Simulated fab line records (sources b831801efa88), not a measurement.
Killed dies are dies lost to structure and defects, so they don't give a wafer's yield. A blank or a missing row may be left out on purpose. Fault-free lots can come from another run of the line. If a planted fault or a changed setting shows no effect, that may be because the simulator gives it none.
Struck lot and sound lot, side by side	flow sky130	15 out of 708 route steps
Sound: the wafers L694.1, L694.5, L694.6. The struck wafers were L702.3, L702.4, L702.6. The cause comes at the end.
Order at every step that has rows: each side's tool, ch and its chambers, its first start. Under that, the readings that differ: sound wafers	struck wafers	difference of the means	sigmas: that difference in standard deviations of wafers without a fault.
alike: readings with means less than 2 such deviations apart, plus words and numbers identical on both sides. not compared: withheld readings, readings lacking a value on some wafer, bounds such as >300 that could conceal the same value, and numbers that have no deviation in the record and whose values overlap.
The two part at a step that has a row with sigmas, a row that says differs or no value, or rows on one side only. Non-overlapping numbers with no deviation appear without sigmas and do not part them. A reading missing from all wafers of one side parts the sides only when that side holds two or more wafers.

SKY_VIA1_CMP_24: polishes, stops on SiO2, t overpolish 15 s, target thk 0 nm.
  sound on cmp-02 ch 1,2, day 34 19:44; struck on cmp-02 ch 0,2, day 38 06:54
  alike: motor current A, overpolish run s, platen rpm, time to endpoint s
then, 1 step without rows for these wafers: SKY_METAL2_SPUTTER_00 (material Ti, target thk 15 nm, time 10 s).
SKY_METAL2_SPUTTER_01: material TiN, target thk 20 nm, time 16.7 s.
  struck on pvd sputter-03, day 38 07:13; sound on pvd sputter-01, day 34 20:00
  alike: cathode dc power W, throttle valve pct
SKY_METAL2_SPUTTER_02: material AlCu, target thk 250 nm, time 13.3 s.
  struck on pvd sputter-03, day 38 07:15; sound on pvd sputter-01, day 34 20:02
  alike: cathode dc power W, throttle valve pct
SKY_METAL2_SPUTTER_03: material Ti, target thk 5 nm, time 3.3 s.
  struck on pvd sputter-03, day 38 07:16; sound on pvd sputter-01, day 34 20:03
  alike: cathode dc power W, throttle valve pct
SKY_METAL2_SPUTTER_04: material TiN, target thk 70 nm, time 58.3 s.
  struck on pvd sputter-03, day 38 07:17; sound on pvd sputter-01, day 34 20:04
  alike: cathode dc power W, throttle valve pct
SKY_METAL2_RS_MEAS_05: measurement is done with a four-point probe.
  struck on film metro-04, day 38 07:23; sound on film metro-02, day 34 20:07
reading	sound	struck	difference	sigmas
METAL2_ALCU_RS (ohm/sq)	0.1255 0.1257 0.1266	0.1294 0.1287 0.1287	+0.0030	+2
SKY_METAL2_THK_MEAS_06: measures by xrf.
  struck on film metro-04, day 38 07:29; sound on film metro-02, day 34 20:14
reading	sound	struck	difference	sigmas
METAL2_ALCU_THK (nm)	258.1 257.0 254.3	247.9 250.6 251.2	-6.6	-2
then, 4 steps without rows for these wafers: SKY_METAL2_DEHYDRATE_07 (time 60 s); SKY_METAL2_HMDS_08 (prime time 60 s); SKY_METAL2_COAT_09 (resist thk 60 nm); SKY_METAL2_COAT_10 (resist thk 450 nm).
SKY_METAL2_SOFTBAKE_11: time 90 s.
  sound on litho track-03 ch 0, day 35 09:00; struck on litho track-03 ch 0, day 38 20:00
reading	sound	struck	difference	sigmas
run length s (s)	119.12 118.97 119.06	124.22 124.35 124.43	+5.28	+23
then, 1 step without rows for these wafers: SKY_METAL2_EXPOSE_12 (exposes mask MM2, target cd 140 nm).
SKY_PAD_OPEN_PROBE_99:
  the record has rows for the sound wafers here (prober-02, day 46 10:08) and none for the struck ones

== WHERE THEY PART ==
At SKY_METAL2_RS_MEAS_05 first; at SKY_PAD_OPEN_PROBE_99 last (within this record only).

WHY: whatever the simulator had introduced
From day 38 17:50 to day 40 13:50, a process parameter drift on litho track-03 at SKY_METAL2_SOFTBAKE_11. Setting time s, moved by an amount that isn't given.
